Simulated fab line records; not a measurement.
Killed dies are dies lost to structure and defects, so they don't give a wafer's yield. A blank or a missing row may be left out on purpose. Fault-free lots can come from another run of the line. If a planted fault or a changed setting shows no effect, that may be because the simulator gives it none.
fab line records ; flow sky130
[record] lots = 12; wafers = 36; last_day = 50
route steps=708 shown METAL4@598 PAD_OPEN@708
lots that met no fault: taken from a fault-free run of the same line
start_h: start of the lot's first displayed wafer, in hours after the record's first day ; wait_h: time in hours since the lot's previous step ; " unchanged from the row above ; L1.1+2: a single row standing in for several wafers ; - no value, or no start given ; * or withheld: withheld ; < > ~ a bound
route shown NAME@n: a module of which the file shows steps, and the number in the route of the first ; usual: the fault-free wafers' mean and standard deviation ; same: alike in all rows ; chamber/n: place in a boat ; sites: per-site readings ; _std_site: how widely they spread, as a standard deviation ; _edge_site: mean of outer sites minus mean of inner sites ; radius_mm: how far each site lies from the wafer's centre ; mask NAME#n: copy n ; behind: tool/chamber where the wafer was last shaped ; hold: the reason the lot was held/the length of the hold in hours/how it ended ; device: the n, p or np transistor that did not switch ; end of line: tests run on the same wafers once the route is complete ; for a step that has no rows: nothing shown but its recipe ; killed: dies lost to structure and defects at the first sort, not the wafer's yield ; map: shows each die of a wafer: x if killed, . if not, _ if none is there
set.NAME: the run value of the setting; set.NAME@STEP: its run value at that earlier step ; model.NAME: the simulator's own value behind a step, which no gauge read
route steps across a sampled set of lots; one table per step, one row per wafer
services: from which hour (start_h, from the record's first day; less than 0 if before it) a tool's chamber was out of use, for how many hours, and why
[[steps]]
[step SKY_METAL4_SPUTTER_00]
[recipe] material = Ti; target_thk_nm = 15; power_w = 3000; time_s = 10; chamber_pressure_pa = 0.4
[usual] throttle_valve_pct = 29.8/1.2
[same] time_s = 10
lot.wafer;tool;chamber;start_h;wait_h;throttle_valve_pct
L115.3;pvd_sputter-02;-;952.75;0.1;27.5
L115.4;pvd_sputter-02;-;952.75;0.1;29.8
L115.5;pvd_sputter-02;-;952.75;0.1;29.4
L117.1;pvd_sputter-03;-;970.65;0.2;29.3
L117.4;pvd_sputter-03;-;970.65;0.2;29.7
L117.6;pvd_sputter-03;-;970.65;0.2;29.6
L118.1;pvd_sputter-01;-;978.88;0.1;29.5
L118.3;pvd_sputter-01;-;978.88;0.1;30.2
L118.5;pvd_sputter-01;-;978.88;0.1;28.7
L119.1;pvd_sputter-03;-;985.69;0.2;31.2
L119.2;pvd_sputter-03;-;985.69;0.2;32.3
L119.3;pvd_sputter-03;-;985.69;0.2;30.0
L120.1;pvd_sputter-02;-;991.44;0.1;29.9
L120.2;pvd_sputter-02;-;991.44;0.1;29.1
L120.3;pvd_sputter-02;-;991.44;0.1;27.5
L124.3;pvd_sputter-01;-;1016.73;0.1;30.2
L124.4;pvd_sputter-01;-;1016.73;0.1;28.9
L124.6;pvd_sputter-01;-;1016.73;0.1;29.2
L129.1;pvd_sputter-01;-;1045.25;0.1;30.1
L129.4;pvd_sputter-01;-;1045.25;0.1;28.8
L129.5;pvd_sputter-01;-;1045.25;0.1;28.7
L130.1;pvd_sputter-02;-;1053.84;0.2;30.7
L130.5;pvd_sputter-02;-;1053.84;0.2;30.2
L130.6;pvd_sputter-02;-;1053.84;0.2;31.0
L131.2;pvd_sputter-02;-;1059.56;0.1;31.0
L131.3;pvd_sputter-02;-;1059.56;0.1;29.9
L131.5;pvd_sputter-02;-;1059.56;0.1;27.7
L133.1;pvd_sputter-02;-;1073.89;0.2;30.1
L133.2;pvd_sputter-02;-;1073.89;0.2;31.2
L133.6;pvd_sputter-02;-;1073.89;0.2;29.9
L134.1;pvd_sputter-03;-;1084.46;0.2;29.7
L134.3;pvd_sputter-03;-;1084.46;0.2;29.5
L134.5;pvd_sputter-03;-;1084.46;0.2;29.8
L135.2;pvd_sputter-03;-;1088.05;0.2;32.3
L135.3;pvd_sputter-03;-;1088.05;0.2;31.3
L135.5;pvd_sputter-03;-;1088.05;0.2;32.2
[step SKY_METAL4_SPUTTER_04]
[recipe] material = TiN; target_thk_nm = 70; power_w = 6500; time_s = 58.3; chamber_pressure_pa = 0.4
[usual] throttle_valve_pct = 29.8/1.3
[same] time_s = 58.3
lot.wafer;tool;chamber;start_h;wait_h;throttle_valve_pct
L115.3;pvd_sputter-02;-;952.85;0.0;27.4
L115.4;pvd_sputter-02;-;952.85;0.0;30.0
L115.5;pvd_sputter-02;-;952.85;0.0;29.3
L117.1;pvd_sputter-03;-;970.76;0.0;29.5
L117.4;pvd_sputter-03;-;970.76;0.0;29.6
L117.6;pvd_sputter-03;-;970.76;0.0;29.5
L118.1;pvd_sputter-01;-;978.99;0.0;29.5
L118.3;pvd_sputter-01;-;978.99;0.0;30.3
L118.5;pvd_sputter-01;-;978.99;0.0;28.8
L119.1;pvd_sputter-03;-;985.79;0.0;31.3
L119.2;pvd_sputter-03;-;985.79;0.0;32.4
L119.3;pvd_sputter-03;-;985.79;0.0;29.8
L120.1;pvd_sputter-02;-;991.55;0.0;29.7
L120.2;pvd_sputter-02;-;991.55;0.0;29.5
L120.3;pvd_sputter-02;-;991.55;0.0;27.9
L124.3;pvd_sputter-01;-;1016.83;0.0;30.2
L124.4;pvd_sputter-01;-;1016.83;0.0;28.8
L124.6;pvd_sputter-01;-;1016.83;0.0;28.9
L129.1;pvd_sputter-01;-;1045.35;0.0;30.3
L129.4;pvd_sputter-01;-;1045.35;0.0;28.6
L129.5;pvd_sputter-01;-;1045.35;0.0;28.8
L130.1;pvd_sputter-02;-;1053.95;0.0;31.1
L130.5;pvd_sputter-02;-;1053.95;0.0;29.9
L130.6;pvd_sputter-02;-;1053.95;0.0;31.1
L131.2;pvd_sputter-02;-;1059.67;0.0;30.7
L131.3;pvd_sputter-02;-;1059.67;0.0;29.8
L131.5;pvd_sputter-02;-;1059.67;0.0;27.4
L133.1;pvd_sputter-02;-;1073.99;0.0;29.9
L133.2;pvd_sputter-02;-;1073.99;0.0;30.9
L133.6;pvd_sputter-02;-;1073.99;0.0;29.8
L134.1;pvd_sputter-03;-;1084.56;0.0;29.7
L134.3;pvd_sputter-03;-;1084.56;0.0;29.4
L134.5;pvd_sputter-03;-;1084.56;0.0;29.2
L135.2;pvd_sputter-03;-;1088.16;0.0;32.1
L135.3;pvd_sputter-03;-;1088.16;0.0;31.3
L135.5;pvd_sputter-03;-;1088.16;0.0;32.3
[step SKY_METAL4_ETCH_16]
[recipe] chemistry = N2/H2; target = BARC; ion_energy_ev = 200; bias_w = 100; pressure_mtorr = 30; n2_flow_sccm = 100; h2_flow_sccm = 200; icp_w = 500; stop_on = SiO2; time_s = 88.2; target_depth_a = 600
[usual] chamber_pressure_mTorr = 30.002/0.027; drypump_motor_current_A = 5.7/0.34; oes_product_au = 0.626/0.0049; throttle_valve_pct = 13.206/0.0088
[same] time_s = 88.2
lot.wafer;tool;chamber;start_h;wait_h;chamber_pressure_mTorr;drypump_motor_current_A;oes_product_au;rf_hours_counter_h;throttle_valve_pct
L115.3;rie_metal-01;0;1001.41;0.0;29.995;5.4;0.616;-;13.207
L115.4;rie_metal-01;1;1001.41;0.0;30.016;6.1;0.621;-;13.197
L115.5;rie_metal-01;1;1001.41;0.0;29.997;6.1;0.620;-;13.206
L117.1;rie_metal-02;1;1018.73;0.0;30.051;5.3;0.621;11;13.212
L117.4;rie_metal-02;0;1018.73;0.0;29.998;6.0;0.630;-;13.210
L117.6;rie_metal-02;1;1018.73;0.0;29.956;5.3;0.617;-;13.206
L118.1;rie_metal-01;1;1026.26;0.0;29.983;6.1;0.619;8;13.200
L118.3;rie_metal-01;1;1026.26;0.0;29.971;6.1;0.625;-;13.213
L118.5;rie_metal-01;0;1026.26;0.0;30.001;5.4;0.626;-;13.212
L119.1;rie_metal-02;1;1033.47;0.0;29.951;5.3;0.628;12;13.198
L119.2;rie_metal-02;0;1033.47;0.0;30.043;6.0;0.628;16;13.211
L119.3;rie_metal-02;0;1033.47;0.0;29.981;6.0;0.622;-;13.214
L120.1;rie_metal-02;1;1038.17;0.0;30.041;5.3;0.630;12;13.213
L120.2;rie_metal-02;0;1038.17;0.0;30.018;6.0;0.633;16;13.203
L120.3;rie_metal-02;0;1038.17;0.0;30.011;6.0;0.626;-;13.207
L124.3;rie_metal-04;1;1062.76;0.0;29.988;5.5;0.635;-;13.207
L124.4;rie_metal-04;0;1062.76;0.0;30.036;6.2;0.622;-;13.223
L124.6;rie_metal-04;1;1062.76;0.0;29.987;5.5;0.631;-;13.212
L129.1;rie_metal-04;1;1088.38;0.0;29.953;5.5;0.622;14;13.220
L129.4;rie_metal-04;0;1088.38;0.0;30.055;6.2;0.618;-;13.208
L129.5;rie_metal-04;1;1088.38;0.0;29.967;5.5;0.634;-;13.199
L130.1;rie_metal-04;0;1096.22;0.0;30.036;6.2;0.635;10;13.210
L130.5;rie_metal-04;1;1096.22;0.0;30.005;5.5;0.625;-;13.212
L130.6;rie_metal-04;0;1096.22;0.0;29.961;6.2;0.631;-;13.211
L131.2;rie_metal-02;0;1102.42;0.0;30.032;6.0;0.631;21;13.195
L131.3;rie_metal-02;0;1102.42;0.0;30.025;6.0;0.629;-;13.196
L131.5;rie_metal-02;0;1102.42;0.0;30.012;6.0;0.619;-;13.214
L133.1;rie_metal-02;0;1116.73;0.0;29.972;6.0;0.620;22;13.214
L133.2;rie_metal-02;1;1116.73;0.0;29.959;5.3;0.628;18;13.210
L133.6;rie_metal-02;0;1116.73;0.0;30.017;6.0;0.620;-;13.193
L134.1;rie_metal-04;0;1126.42;0.0;30.038;6.1;0.627;13;13.210
L134.3;rie_metal-04;0;1126.42;0.0;29.990;6.2;0.625;-;13.212
L134.5;rie_metal-04;0;1126.42;0.0;30.007;6.2;0.628;-;13.209
L135.2;rie_metal-02;1;1128.53;0.0;30.024;5.4;0.630;19;13.210
L135.3;rie_metal-02;0;1128.53;0.0;30.033;6.0;0.624;-;13.212
L135.5;rie_metal-02;0;1128.53;0.0;30.048;6.0;0.627;-;13.200
[step SKY_METAL4_METAL_ETCH_18]
[recipe] target_depth_a = 8450; stop_on = SiO2; over_etch_frac = 0.3; time_s = 183.1; chemistry = Cl2/BCl3; resist_sidewall_deg = 88; pressure_mtorr = 10; icp_w = 900; bias_w = 48.5; Cl2_flow_sccm = 60; bcl3_flow_sccm = 30
[usual] chamber_pressure_mTorr = 9.999/0.0093; drypump_motor_current_A = 5.7/0.34; oes_product_au = 0.866/0.0064; throttle_valve_pct = 22.264/0.0096
[same] time_s = 183.1
lot.wafer;tool;chamber;start_h;wait_h;chamber_pressure_mTorr;drypump_motor_current_A;oes_product_au;rf_hours_counter_h;throttle_valve_pct
L115.3;rie_metal-02;0;1001.55;0.1;9.995;6.0;0.865;-;22.255
L115.4;rie_metal-02;1;1001.55;0.1;10.003;5.3;0.867;-;22.249
L115.5;rie_metal-02;0;1001.55;0.1;10.005;6.0;0.872;-;22.272
L117.1;rie_metal-04;1;1018.85;0.0;10.015;5.5;0.856;9;22.267
L117.4;rie_metal-04;1;1018.85;0.0;10.007;5.5;0.866;-;22.262
L117.6;rie_metal-04;0;1018.85;0.0;9.995;6.1;0.860;-;22.273
L118.1;rie_metal-02;1;1026.38;0.0;9.997;5.3;0.862;12;22.264
L118.3;rie_metal-02;0;1026.38;0.0;9.994;5.9;0.879;-;22.261
L118.5;rie_metal-02;1;1026.38;0.0;9.998;5.3;0.865;-;22.272
L119.1;rie_metal-01;1;1033.59;0.0;10.006;6.1;0.871;8;22.251
L119.2;rie_metal-01;0;1033.59;0.0;10.001;5.3;0.868;16;22.258
L119.3;rie_metal-01;0;1033.59;0.0;9.995;5.3;0.864;-;22.268
L120.1;rie_metal-01;1;1038.29;0.0;10.012;6.0;0.875;9;22.247
L120.2;rie_metal-01;0;1038.29;0.0;10.009;5.4;0.880;16;22.268
L120.3;rie_metal-01;1;1038.29;0.0;10.012;6.1;0.882;-;22.260
L124.3;rie_metal-02;1;1062.90;0.1;10.010;5.3;0.874;-;22.264
L124.4;rie_metal-02;0;1062.90;0.1;10.006;6.0;0.860;-;22.266
L124.6;rie_metal-02;0;1062.90;0.1;9.994;6.0;0.864;-;22.265
L129.1;rie_metal-02;0;1088.50;0.0;7.995;6.0;0.861;20;22.267
L129.4;rie_metal-02;1;1088.50;0.0;9.998;5.3;0.863;-;22.272
L129.5;rie_metal-02;1;1088.50;0.0;10.010;5.3;0.865;-;22.271
L130.1;rie_metal-02;1;1096.34;0.0;9.996;5.3;0.859;17;22.272
L130.5;rie_metal-02;1;1096.34;0.0;10.007;5.3;0.864;-;22.242
L130.6;rie_metal-02;0;1096.34;0.0;8.007;6.0;0.860;-;22.269
L131.2;rie_metal-01;0;1102.54;0.0;10.013;5.3;0.858;21;22.269
L131.3;rie_metal-01;0;1102.54;0.0;10.015;5.4;0.855;-;22.282
L131.5;rie_metal-01;0;1102.54;0.0;10.005;5.3;0.863;-;22.278
L133.1;rie_metal-01;1;1116.85;0.0;10.003;6.0;0.874;15;22.272
L133.2;rie_metal-01;0;1116.85;0.0;9.998;5.3;0.865;22;22.260
L133.6;rie_metal-01;1;1116.85;0.0;9.976;6.0;0.868;-;22.272
L134.1;rie_metal-01;0;1126.54;0.0;10.014;5.3;0.861;23;22.245
L134.3;rie_metal-01;0;1126.54;0.0;9.994;5.3;0.865;-;22.269
L134.5;rie_metal-01;1;1126.54;0.0;9.998;6.1;0.858;-;22.256
L135.2;rie_metal-01;1;1128.65;0.0;9.993;6.0;0.870;16;22.267
L135.3;rie_metal-01;1;1128.65;0.0;9.992;6.0;0.865;-;22.283
L135.5;rie_metal-01;0;1128.65;0.0;10.017;5.3;0.873;-;22.264
[step SKY_PAD_OPEN_PROBE_99]
[usual] defect_limited_yield = 82.9/2.2; killed_at_M0_to_M3 = 42/7; killed_at_M4_up = 2.8/1.8; killed_at_contacts = 24/5.8; killed_at_front_end = 15/4.8; killed_at_other = 0.3/0.56; killed_dies = 84/11; killed_open = 46/7.8; killed_short = 38/6.3; sort_bin_3_pad_short = 0.8/0.43; sort_bin_5_function = 10.2/1.6; sort_bin_6_memory = 6.0/1.1; sort_n_pass = 408/11; sort_yield_pct = 82.9/2.2
[same] gross_dies = 492; killed_at_back_side = 0; sort_bin_4_leakage[%] = 0; sort_bin_8_speed[%] = 0
lot.wafer;tool;chamber;start_h;wait_h;defect_limited_yield[%];killed_at_M0_to_M3;killed_at_M4_up;killed_at_contacts;killed_at_front_end;killed_at_other;killed_dies;killed_open;killed_short;sort_bin_3_pad_short[%];sort_bin_5_function[%];sort_bin_6_memory[%];sort_n_pass;sort_yield_pct[%]
L124.3;prober-01;-;1148.66;0.2;83.5;44;5;12;19;1;81;44;37;0.6;10.2;5.7;411;83.5
L124.4;prober-01;-;1148.71;0.2;81.7;45;2;28;14;1;90;51;39;0.8;11.8;5.7;402;81.7
L124.6;prober-01;-;1148.81;0.2;84.6;46;2;11;17;0;76;37;39;0.4;9.1;5.9;416;84.6
L129.1;prober-02;-;1170.94;0.1;85.0;28;3;27;15;1;74;35;39;1.0;10.6;3.5;418;85.0
L129.4;prober-02;-;1171.09;0.2;83.5;41;3;22;15;0;81;50;31;0.4;10.0;6.1;411;83.5
L129.5;prober-02;-;1171.14;0.2;84.6;36;1;26;13;0;76;37;39;0.6;10.2;4.7;416;84.6
L130.1;prober-01;-;1177.52;0.1;79.9;47;5;31;16;0;99;59;40;1.6;10.8;7.7;393;79.9
L130.5;prober-01;-;1177.72;0.2;85.8;29;3;28;10;0;70;43;27;0.8;8.7;4.7;422;85.8
L130.6;prober-01;-;1177.77;0.2;84.6;35;2;24;15;0;76;46;29;0.2;8.9;6.3;416;84.6
L134.1;prober-01;-;1201.60;0.1;82.1;36;4;26;22;0;88;44;44;0.8;10.0;7.1;404;82.1
L134.3;prober-01;-;1201.70;0.2;80.5;58;1;21;15;1;96;52;44;0.8;11.6;7.1;396;80.5
L134.5;prober-01;-;1201.80;0.2;82.3;46;4;19;16;2;87;49;36;0.4;11.2;6.1;405;82.3
// killed by level:class
L124.3 VIA1:geometric_particle:open=8 VIA2:geometric_particle:open=7 FIELD_ISO:geometric_particle:open=6 CONTACT:geometric_particle:open=6 METAL2:geometric_particle:short=6 VIA2:geometric_particle:short=5 METAL1:geometric_particle:short=4 METAL2:geometric_particle:open=4
L124.4 VIA1:geometric_particle:open=12 CONTACT:geometric_particle:open=9 VIA2:geometric_particle:open=7 VIA3:geometric_particle:open=7 CONTACT:geometric_particle:short=6 VIA1:geometric_particle:short=6 LOCAL_INTERCONNECT:geometric_particle:short=5 FIELD_ISO:geometric_particle:open=4
L124.6 METAL2:geometric_particle:short=8 VIA1:geometric_particle:short=7 METAL1:geometric_particle:short=6 VIA1:geometric_particle:open=6 VIA2:geometric_particle:open=5 VIA3:geometric_particle:open=5 FIELD_ISO:geometric_particle:open=4 FIELD_ISO:geometric_particle:short=4
L129.1 CONTACT:geometric_particle:open=10 LOCAL_INTERCONNECT:geometric_particle:short=6 LI_CONTACT:geometric_particle:open=5 VIA1:geometric_particle:open=5 METAL1:geometric_particle:short=4 VIA1:geometric_particle:short=4 VIA2:geometric_particle:open=4 VIA3:geometric_particle:short=4
L129.4 CONTACT:geometric_particle:open=11 VIA1:geometric_particle:open=10 VIA1:geometric_particle:short=7 VIA3:geometric_particle:open=7 VIA2:geometric_particle:open=7 LI_CONTACT:geometric_particle:open=6 POLY_GATE:geometric_particle:open=5 METAL1:geometric_particle:short=4
L129.5 VIA1:geometric_particle:open=12 CONTACT:geometric_particle:short=8 LI_CONTACT:geometric_particle:open=7 CONTACT:geometric_particle:open=5 VIA3:geometric_particle:open=5 LI_CONTACT:geometric_particle:short=4 VIA2:geometric_particle:short=4 VIA3:geometric_particle:short=4
L130.1 VIA1:geometric_particle:open=14 LI_CONTACT:geometric_particle:open=10 VIA2:geometric_particle:open=10 CONTACT:geometric_particle:short=7 CONTACT:geometric_particle:open=6 VIA3:geometric_particle:open=6 FIELD_ISO:geometric_particle:open=4 POLY_GATE:geometric_particle:open=4
L130.5 LI_CONTACT:geometric_particle:open=9 CONTACT:geometric_particle:open=9 VIA1:geometric_particle:open=7 VIA3:geometric_particle:open=5 LOCAL_INTERCONNECT:geometric_particle:short=5 METAL2:geometric_particle:short=4 POLY_GATE:geometric_particle:open=3 LI_CONTACT:geometric_particle:short=3
L130.6 VIA1:geometric_particle:open=13 VIA2:geometric_particle:open=11 LI_CONTACT:geometric_particle:open=7 CONTACT:geometric_particle:open=6 CONTACT:geometric_particle:short=5 FIELD_ISO:geometric_particle:open=4 POLY_GATE:geometric_particle:short=4 LOCAL_INTERCONNECT:geometric_particle:short=4
L134.1 CONTACT:geometric_particle:open=9 METAL1:geometric_particle:short=9 LI_CONTACT:geometric_particle:open=7 FIELD_ISO:geometric_particle:short=6 VIA2:geometric_particle:open=6 LOCAL_INTERCONNECT:geometric_particle:short=5 VIA1:geometric_particle:short=5 FIELD_ISO:geometric_particle:open=4
L134.3 VIA1:geometric_particle:open=11 VIA3:geometric_particle:open=11 METAL1:geometric_particle:short=8 VIA2:geometric_particle:open=7 CONTACT:geometric_particle:open=6 CONTACT:geometric_particle:short=6 METAL2:geometric_particle:short=6 LI_CONTACT:geometric_particle:open=4
L134.5 METAL1:geometric_particle:short=11 VIA1:geometric_particle:open=11 CONTACT:geometric_particle:open=9 LI_CONTACT:geometric_particle:open=6 VIA3:geometric_particle:open=6 POLY_GATE:geometric_particle:short=5 FIELD_ISO:geometric_particle:short=4 FIELD_ISO:geometric_particle:open=4
[[services]]
tool;chamber;start_h;hours;kind
pvd_sputter-02;-;943.68;0.5;repair
pvd_sputter-01;-;948.57;15.8;repair
rie_metal-04;0;951.34;7.3;repair
rie_metal-01;-;967.93;4.3;pm
pvd_sputter-01;-;1004.35;3.2;repair
pvd_sputter-01;-;1056.52;1.0;repair
rie_metal-01;0;1064.66;3.6;repair
pvd_sputter-01;-;1113.48;8.6;repair
pvd_sputter-01;-;1121.97;3.1;repair
[[key]]
[first_sign] step = SKY_METAL4_METAL_ETCH_18; reading = chamber_pressure_mTorr; direction = down; sigmas = 99+; usual = 9.999; struck = 8.001
effect none on later readings
met_at SKY_METAL4_METAL_ETCH_18
struck_lots L129,L130
struck_wafers L129.1,L130.6
not_acting_at SKY_METAL4_SPUTTER_00,SKY_METAL4_SPUTTER_04,SKY_METAL4_ETCH_16
onset_between 1062.90 1088.50
[fault] kind = process_parameter_drift; tool = rie_metal-02; chamber = 0; onset_h = 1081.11; steps = SKY_METAL4_METAL_ETCH_18; channel = pressure_mtorr; offset = -2; shape = step; end_h = 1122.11; acts_in = these_recipes_only; stated = 10
